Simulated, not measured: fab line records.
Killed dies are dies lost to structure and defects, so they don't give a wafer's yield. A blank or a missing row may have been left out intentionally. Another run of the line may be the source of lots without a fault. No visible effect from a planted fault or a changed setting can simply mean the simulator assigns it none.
What tool caused it? / flow gf180mcu / Sampling: 13 lots, 39 wafers, 5 of 602 route steps

== WHAT THE GAUGES SHOWED, per wafer ==
GF_NWELL_TW_MEAS_11. Usual: for NWELL_TW the level is 1597 and the standard deviation is 14.
lot=L764; measured=day 3 06:52; on=film_metro-04; NWELL_TW=1601 1602 1601; flag=
lot=L765; measured=day 3 12:32; on=film_metro-04; NWELL_TW=1595 1601 1603; flag=
lot=L766; measured=day 3 19:39; on=film_metro-03; NWELL_TW=1610 1609 1609; flag=
lot=L767; measured=day 3 23:36; on=film_metro-04; NWELL_TW=1600 1602 1598; flag=
lot=L769; measured=day 4 11:37; on=film_metro-04; NWELL_TW=1611 1614 1621; flag=
lot=L770; measured=day 4 17:25; on=film_metro-04; NWELL_TW=1622 1612 1605; flag=
lot=L777; measured=day 6 06:18; on=film_metro-01; NWELL_TW=1583 1580 1583; flag=
lot=L780; measured=day 6 23:37; on=film_metro-01; NWELL_TW=1580 1581 1582; flag=
lot=L783; measured=day 7 14:02; on=film_metro-04; NWELL_TW=1615 1616 1625; flag=
lot=L784; measured=day 7 21:34; on=film_metro-03; NWELL_TW=1614 1609 1609; flag=
lot=L785; measured=day 8 03:51; on=film_metro-01; NWELL_TW=1589 1585 1579; flag=
lot=L786; measured=day 8 07:22; on=film_metro-01; NWELL_TW=1583 1589 1586; flag=
lot=L787; measured=day 8 12:55; on=film_metro-01; NWELL_TW=1591 1574 1584; flag=

GF_VT_IMPLANT_OVL_MEAS_40. Usual: for VT_IMPLANT_03_OVL the level is -1.3 nm and the standard deviation is 1.4.
lot=L764; measured=day 7 09:47; on=overlay-01; VT_IMPLANT_03_OVL (nm)=-0.1 -0.9 -0.4; flag=
lot=L765; measured=day 7 16:32; on=overlay-02; VT_IMPLANT_03_OVL (nm)=0.1 0.0 0.8; flag=
lot=L766; measured=day 8 02:07; on=overlay-02; VT_IMPLANT_03_OVL (nm)=-1.5 -3.0 -3.5; flag=
lot=L767; measured=day 8 06:35; on=overlay-01; VT_IMPLANT_03_OVL (nm)=-3.0 -0.9 -2.6; flag=
lot=L769; measured=day 8 21:58; on=overlay-01; VT_IMPLANT_03_OVL (nm)=-0.6 -1.1 -2.2; flag=
lot=L770; measured=day 9 06:11; on=overlay-02; VT_IMPLANT_03_OVL (nm)=-2.2 -1.9 -0.9; flag=
lot=L777; measured=day 11 04:55; on=overlay-02; VT_IMPLANT_03_OVL (nm)=-1.8 -1.5 -0.2; flag=
lot=L780; measured=day 12 01:07; on=overlay-02; VT_IMPLANT_03_OVL (nm)=2.0 1.3 -0.1; flag=
lot=L783; measured=day 12 20:26; on=overlay-01; VT_IMPLANT_03_OVL (nm)=-2.9 -3.7 -3.6; flag=
lot=L784; measured=day 13 05:34; on=overlay-01; VT_IMPLANT_03_OVL (nm)=1.6 0.7 -1.5; flag=
lot=L785; measured=day 13 12:10; on=overlay-01; VT_IMPLANT_03_OVL (nm)=-3.8 -2.2 -1.9; flag=
lot=L786; measured=day 13 16:47; on=overlay-02; VT_IMPLANT_03_OVL (nm)=-1.0 -0.5 -0.3; flag=
lot=L787; measured=day 13 23:23; on=overlay-02; VT_IMPLANT_03_OVL (nm)=-3.0 -4.6 -0.5; flag=

GF_VT_IMPLANT_RS_MEAS_47: the measuring method here is four-point-probe. Usual: for NWELL_RS the level is 487.9 ohm/sq and the standard deviation is 1.3.
lot=L764; measured=day 7 10:27; on=film_metro-04; NWELL_RS (ohm/sq)=488.3 487.7 488.9; flag=
lot=L765; measured=day 7 17:12; on=film_metro-01; NWELL_RS (ohm/sq)=488.3 488.3 489.1; flag=
lot=L766; measured=day 8 02:44; on=film_metro-01; NWELL_RS (ohm/sq)=487.9 488.3 487.4; flag=
lot=L767; measured=day 8 07:12; on=film_metro-04; NWELL_RS (ohm/sq)=486.9 488.7 487.6; flag=
lot=L769; measured=day 8 22:36; on=film_metro-01; NWELL_RS (ohm/sq)=486.9 488.1 486.5; flag=
lot=L770; measured=day 9 06:47; on=film_metro-01; NWELL_RS (ohm/sq)=487.7 488.0 487.8; flag=
lot=L777; measured=day 11 05:32; on=film_metro-01; NWELL_RS (ohm/sq)=488.8 488.2 488.4; flag=
lot=L780; measured=day 12 01:44; on=film_metro-03; NWELL_RS (ohm/sq)=488.4 489.7 489.3; flag=
lot=L783; measured=day 12 21:05; on=film_metro-04; NWELL_RS (ohm/sq)=488.7 488.1 489.3; flag=
lot=L784; measured=day 13 06:11; on=film_metro-04; NWELL_RS (ohm/sq)=488.9 487.2 487.3; flag=
lot=L785; measured=day 13 12:47; on=film_metro-03; NWELL_RS (ohm/sq)=486.9 487.5 486.9; flag=
lot=L786; measured=day 13 17:28; on=film_metro-04; NWELL_RS (ohm/sq)=486.6 484.5 486.4; flag=
lot=L787; measured=day 14 00:02; on=film_metro-04; NWELL_RS (ohm/sq)=488.8 488.8 488.9; flag=

GF_POLY_GATE_THK_MEAS_01. Usual: for POLY_GATE_CVD_00_THK the level is 200.1 nm and the standard deviation is 2.2.
lot=L764; measured=day 8 09:08; on=film_metro-03; POLY_GATE_CVD_00_THK (nm)=198.6 199.7 200.7; flag=
lot=L765; measured=day 8 15:31; on=film_metro-03; POLY_GATE_CVD_00_THK (nm)=196.1 196.3 197.5; flag=
lot=L766; measured=day 9 01:29; on=film_metro-02; POLY_GATE_CVD_00_THK (nm)=111.1 111.4 112.4; flag=OFF
lot=L767; measured=day 9 07:19; on=film_metro-04; POLY_GATE_CVD_00_THK (nm)=203.1 202.0 200.8; flag=
lot=L769; measured=day 9 22:03; on=film_metro-02; POLY_GATE_CVD_00_THK (nm)=112.6 111.7 112.2; flag=OFF
lot=L770; measured=day 10 06:22; on=film_metro-02; POLY_GATE_CVD_00_THK (nm)=112.4 111.8 113.0; flag=OFF
lot=L777; measured=day 12 06:37; on=film_metro-02; POLY_GATE_CVD_00_THK (nm)=199.4 200.0 199.8; flag=
lot=L780; measured=day 13 04:40; on=film_metro-04; POLY_GATE_CVD_00_THK (nm)=200.3 201.1 201.8; flag=
lot=L783; measured=day 14 00:07; on=film_metro-03; POLY_GATE_CVD_00_THK (nm)=199.9 201.2 199.3; flag=
lot=L784; measured=day 14 08:32; on=film_metro-04; POLY_GATE_CVD_00_THK (nm)=200.0 199.8 200.8; flag=
lot=L785; measured=day 14 18:11; on=film_metro-03; POLY_GATE_CVD_00_THK (nm)=203.5 204.1 203.2; flag=
lot=L786; measured=day 15 02:21; on=film_metro-02; POLY_GATE_CVD_00_THK (nm)=199.2 199.2 200.6; flag=
lot=L787; measured=day 15 02:22; on=film_metro-03; POLY_GATE_CVD_00_THK (nm)=204.1 201.3 201.7; flag=

== WHICH TOOL RAN EACH LOT (tool, then ch and the chambers of the sampled wafers, then the start) ==
lot=L764; GF_POLY_GATE_CVD_00=lpcvd-01 ch 1, day 8 07:08
lot=L765; GF_POLY_GATE_CVD_00=lpcvd-01 ch 1, day 8 13:29
lot=L766; GF_POLY_GATE_CVD_00=lpcvd-01 ch 0, day 8 23:29
lot=L767; GF_POLY_GATE_CVD_00=lpcvd-02 ch 1, day 9 05:56
lot=L769; GF_POLY_GATE_CVD_00=lpcvd-01 ch 0, day 9 20:02
lot=L770; GF_POLY_GATE_CVD_00=lpcvd-01 ch 1, day 10 04:22
lot=L777; GF_POLY_GATE_CVD_00=lpcvd-02 ch 1, day 12 05:17
lot=L780; GF_POLY_GATE_CVD_00=lpcvd-01 ch 1, day 13 03:19
lot=L783; GF_POLY_GATE_CVD_00=lpcvd-01 ch 1, day 13 22:46
lot=L784; GF_POLY_GATE_CVD_00=lpcvd-02 ch 0, day 14 07:12
lot=L785; GF_POLY_GATE_CVD_00=lpcvd-02 ch 0, day 14 16:52
lot=L786; GF_POLY_GATE_CVD_00=lpcvd-02 ch 1, day 15 01:01
lot=L787; GF_POLY_GATE_CVD_00=lpcvd-02 ch 0, day 15 01:01
- GF_POLY_GATE_CVD_00: deposits poly-Si, target thk 200 nm, time 1200 s.

== WHAT THE TOOLS THEMSELVES READ (means of the sampled wafers that have a number; where no wafer has one, the mark that the record gives instead) ==
GF_POLY_GATE_CVD_00. Usual: zone_power_bottom_pct at 13.3 %, with a standard deviation of 0.61.
lot=L764; tool=lpcvd-01; zone_power_bottom_pct (%)=13.4; flag=
lot=L765; tool=lpcvd-01; zone_power_bottom_pct (%)=13.3; flag=
lot=L766; tool=lpcvd-01; zone_power_bottom_pct (%)=14.2; flag=
lot=L767; tool=lpcvd-02; zone_power_bottom_pct (%)=12.5; flag=
lot=L769; tool=lpcvd-01; zone_power_bottom_pct (%)=14.0; flag=
lot=L770; tool=lpcvd-01; zone_power_bottom_pct (%)=13.4; flag=
lot=L777; tool=lpcvd-02; zone_power_bottom_pct (%)=12.4; flag=
lot=L780; tool=lpcvd-01; zone_power_bottom_pct (%)=13.4; flag=
lot=L783; tool=lpcvd-01; zone_power_bottom_pct (%)=13.3; flag=
lot=L784; tool=lpcvd-02; zone_power_bottom_pct (%)=13.6; flag=
lot=L785; tool=lpcvd-02; zone_power_bottom_pct (%)=13.8; flag=
lot=L786; tool=lpcvd-02; zone_power_bottom_pct (%)=12.6; flag=
lot=L787; tool=lpcvd-02; zone_power_bottom_pct (%)=13.7; flag=

== THE ANSWER, worked out from the rows above alone ==
Rule: take the mean of a lot's wafers that have a number; if it is more than 3 standard deviations from the usual mean, the lot is off. Also off: a lot with no number at a reading for which 4 or more lots have one. The other lots that the step has rows for count as sound. The gauges are gone through in route order, then the tools' own readings, and for those a lot's mean is taken as printed above. The first step at which some lot is off is used, and at that step the reading that is off furthest; a lot without a number counts as furthest.
Off: L766, L769, L770, at GF_POLY_GATE_THK_MEAS_01 (POLY_GATE_CVD_00_THK).
If a tool, at a process step before that reading, ran all the lots that are off and no sound lot after the first of them, it fits. The gauges at GF_POLY_GATE_THK_MEAS_01 are tried like those tools. Not one of the candidates tried fits.

== WHAT THE SIMULATOR PUT IN ==
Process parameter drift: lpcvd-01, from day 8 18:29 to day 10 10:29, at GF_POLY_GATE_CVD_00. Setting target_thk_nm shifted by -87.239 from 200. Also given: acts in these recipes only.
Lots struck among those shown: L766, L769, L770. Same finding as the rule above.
